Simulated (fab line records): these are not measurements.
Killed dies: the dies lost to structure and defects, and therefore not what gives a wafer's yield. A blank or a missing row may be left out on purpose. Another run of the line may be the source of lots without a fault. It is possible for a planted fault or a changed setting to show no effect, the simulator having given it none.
Comparing a struck lot with a sound one || flow sfq_line || 42 out of 325 route steps
Sound: wafers L691.2, L691.3, L691.5. Struck: wafers L685.2, L685.5, L685.6. The cause is given at the end.
Per side, at each step with rows, come the tool, then ch with its chambers, and then its first start. Under that, the readings that differ: sound wafers || struck wafers || difference of the means || sigmas: that difference in standard deviations of wafers without a fault.
alike: readings with means less than 2 such deviations apart, plus words and numbers identical on both sides. not compared: withheld readings, readings lacking a value on some wafer, bounds such as >300 that could conceal the same value, and numbers that have no deviation in the record and whose values overlap.
Wherever a step has rows on one side only, a row that says differs or no value, or a row with sigmas, the two part there. Numbers that have no deviation but don't overlap get no sigmas and don't part them. A reading that every wafer of one side lacks parts them only if that side has two wafers or more.

first, 3 steps without rows for these wafers: SFQ_TRILAYER_I4_VIA_LITHO_EXPOSE_104 (exposes mask I4, target cd 700 nm); SFQ_TRILAYER_I4_VIA_LITHO_PEB_106 (peb time 60 s); SFQ_TRILAYER_I4_VIA_LITHO_DEVELOP_105 (time 60 s).
SFQ_I4_OVL_MEAS_928:
  sound on overlay-01 at day 47 09:45; struck on overlay-02 at day 45 05:52
  alike: I4_OVL
SFQ_TRILAYER_I4_VIA_BARC_OPEN_VIA_ETCH_146: etches BARC in O2, target depth 125 nm, time 41.7 s.
  sound on rie_diel-03 ch 0,1,2, day 47 09:47; struck on rie_diel-03 ch 0,1, day 45 05:54
  alike: chamber_pressure_mTorr, drypump_motor_current_A, oes_product_au
  not compared: rf_hours_counter_h
then, 1 step without rows for these wafers: SFQ_TRILAYER_I4_VIA_ETCH_VIA_ETCH_106 (etches SiO2 in CHF3, stops on Nb, target depth 260 nm).
SFQ_TRILAYER_I4_VIA_STRIP_STRIP_107: strips in O2.
  sound on rie_metal-02 ch 0, day 47 10:08; struck on rie_metal-04 ch 1, day 45 06:15
{"reading": "drypump_motor_current_A (A)", "sound": "5.8 5.7 5.8", "struck": "4.8 4.8 4.8", "difference": -1.0, "sigmas": -2}
  alike: chamber_pressure_mTorr, oes_product_au
  not compared: rf_hours_counter_h
then, 5 steps without rows for these wafers: SFQ_TRILAYER_I4_VIA_STRIP_SOLV_CLEAN_108 (cleans in NMP, time 600 s); SFQ_TRILAYER_JJ_TRILAYER_DEP_PRE_CLEAN_113 (time 22.5 s); SFQ_TRILAYER_JJ_TRILAYER_DEP_SPUTTER_109 (material Nb, target thk 150 nm, time 100 s); SFQ_TRILAYER_JJ_TRILAYER_DEP_SPUTTER_110 (material Al, target thk 8 nm, time 10 s); SFQ_TRILAYER_JJ_TRILAYER_DEP_AL_OXIDATION_111 (oxidation time 600 s).
SFQ_TRILAYER_JJ_TRILAYER_DEP_SPUTTER_112: material Nb, target thk 170 nm, time 113.3 s.
  sound on pvd_sputter-06 at day 47 12:26; struck on pvd_sputter-04 at day 45 08:33
{"reading": "model.Nb_of_TRILAYER_JJ_TRILAYER_DEP_SPUTTER_112.thk_nm (nm)", "sound": "168.1 169.5 167.9", "struck": "175.9 174.8 174.1", "difference": "+6.4", "sigmas": ""}
  alike: cathode_dc_power_W, throttle_valve_pct
SFQ_JJ_RS_MEAS_929: measurement is done with a four-point probe.
  sound on film_metro-02 at day 47 12:32; struck on film_metro-01 at day 45 08:39
{"reading": "JJ_NB_RS (ohm/sq)", "sound": "1.060 1.050 1.059", "struck": "1.015 1.020 1.025", "difference": -0.036, "sigmas": -3}
then, 6 steps without rows for these wafers: SFQ_TRILAYER_JJ_CE_LITHO_COAT_119 (resist thk 62 nm); SFQ_TRILAYER_JJ_CE_LITHO_COAT_114 (resist thk 600 nm); SFQ_TRILAYER_JJ_CE_LITHO_SOFTBAKE_118; SFQ_TRILAYER_JJ_CE_LITHO_EXPOSE_115 (exposes mask J5, target cd 700 nm); SFQ_TRILAYER_JJ_CE_LITHO_PEB_117 (peb time 60 s); SFQ_TRILAYER_JJ_CE_LITHO_DEVELOP_116 (time 60 s).
-- the record jumps here: 5 days lie between the struck wafers' starts before and after --
SFQ_JJ_OVL_MEAS_931:
  sound on overlay-01 at day 53 20:43; struck on overlay-02 at day 50 19:23
  alike: J5_OVL
SFQ_TRILAYER_JJ_CE_METRO_MEASURE_117:
  sound on cd_sem-01 at day 53 20:57; struck on cd_sem-01 at day 50 19:37
  alike: cd_nm
SFQ_TRILAYER_JJ_CE_BARC_OPEN_RIE_150: chemistry O2, target BARC, target depth 240 nm, time 80 s.
  sound on rie_metal-01 ch 0, day 53 21:59; struck on rie_metal-04 ch 0,1, day 50 20:37
  alike: chamber_pressure_mTorr, drypump_motor_current_A, oes_product_au
  not compared: rf_hours_counter_h
then, 2 steps without rows for these wafers: SFQ_TRILAYER_JJ_CE_ETCH_RIE_118 (chemistry SF6, target Nb, stops on Al2O3, time 97.7 s, target depth 170 nm); SFQ_TRILAYER_JJ_ANODIZE_ANODIZE_119.
SFQ_TRILAYER_JJ_CE_STRIP_STRIP_120: strips in O2.
  sound on rie_metal-04 ch 0,1, day 53 22:53; struck on rie_metal-01 ch 0,1, day 50 21:19
  alike: chamber_pressure_mTorr, drypump_motor_current_A, oes_product_au
  not compared: rf_hours_counter_h
then, 7 steps without rows for these wafers: SFQ_TRILAYER_JJ_CE_STRIP_SOLV_CLEAN_121 (cleans in NMP, time 600 s); SFQ_TRILAYER_M5_LITHO_COAT_128 (resist thk 62 nm); SFQ_TRILAYER_M5_LITHO_COAT_123 (resist thk 600 nm); SFQ_TRILAYER_M5_LITHO_SOFTBAKE_127; SFQ_TRILAYER_M5_LITHO_EXPOSE_124 (exposes mask M5, target cd 700 nm); SFQ_TRILAYER_M5_LITHO_PEB_126 (peb time 60 s); SFQ_TRILAYER_M5_LITHO_DEVELOP_125 (time 60 s).
-- the record jumps here: 6 days lie between the struck wafers' starts before and after --
SFQ_M5_OVL_MEAS_932:
  sound on overlay-02 at day 59 17:29; struck on overlay-01 at day 57 02:49
  alike: M5_OVL
then, 7 steps without rows for these wafers: SFQ_TRILAYER_M5_BARC_OPEN_METAL_ETCH_161 (etches BARC in O2, target depth 125 nm, time 41.7 s); SFQ_TRILAYER_M5_ETCH_METAL_ETCH_126 (etches Nb in Cl2/BCl3, stops on SiO2, time 203.2 s, target depth 265 nm); SFQ_TRILAYER_M5_STRIP_STRIP_127 (strips in O2); SFQ_TRILAYER_M5_STRIP_SOLV_CLEAN_128 (cleans in NMP, time 600 s); SFQ_TRILAYER_A5B_DEP_PECVD_129 (deposits SiO2 from SiH4/N2O, time 133.33 s, target thk 600 nm); SFQ_TRILAYER_A5B_CMP_CMP_130 (polishes, stops on Nb, target thk 340.7 nm); SFQ_TRILAYER_A5B_METRO_MEASURE_131.
-- the record jumps here: 6 days lie between the struck wafers' starts before and after --
SFQ_TRILAYER_R5_ETCH_METAL_ETCH_139: etches the open film in Cl2, stops on SiO2, target depth 60 nm, time 40 s.
  sound on rie_metal-02 ch 1, day 64 17:16; struck on rie_metal-02 ch 0,1, day 62 19:26
{"reading": "model.Nb_of_TRILAYER_JJ_TRILAYER_DEP_SPUTTER_112.thk_nm (nm)", "sound": "157.9 159.3 157.7", "struck": "165.7 164.6 163.9", "difference": "+6.4", "sigmas": ""}
  alike: chamber_pressure_mTorr, drypump_motor_current_A, oes_product_au
  not compared: rf_hours_counter_h

== WHERE THEY PART ==
Last at SFQ_JJ_RS_MEAS_929 as far as this record goes, first at SFQ_TRILAYER_I4_VIA_STRIP_STRIP_107. Later steps at which nothing parts them and some readings are alike: SFQ_JJ_OVL_MEAS_931, SFQ_TRILAYER_JJ_CE_METRO_MEASURE_117, SFQ_TRILAYER_JJ_CE_BARC_OPEN_RIE_150, SFQ_TRILAYER_JJ_CE_STRIP_STRIP_120, SFQ_M5_OVL_MEAS_932, SFQ_TRILAYER_R5_ETCH_METAL_ETCH_139.

WHY: the cause the simulator had injected
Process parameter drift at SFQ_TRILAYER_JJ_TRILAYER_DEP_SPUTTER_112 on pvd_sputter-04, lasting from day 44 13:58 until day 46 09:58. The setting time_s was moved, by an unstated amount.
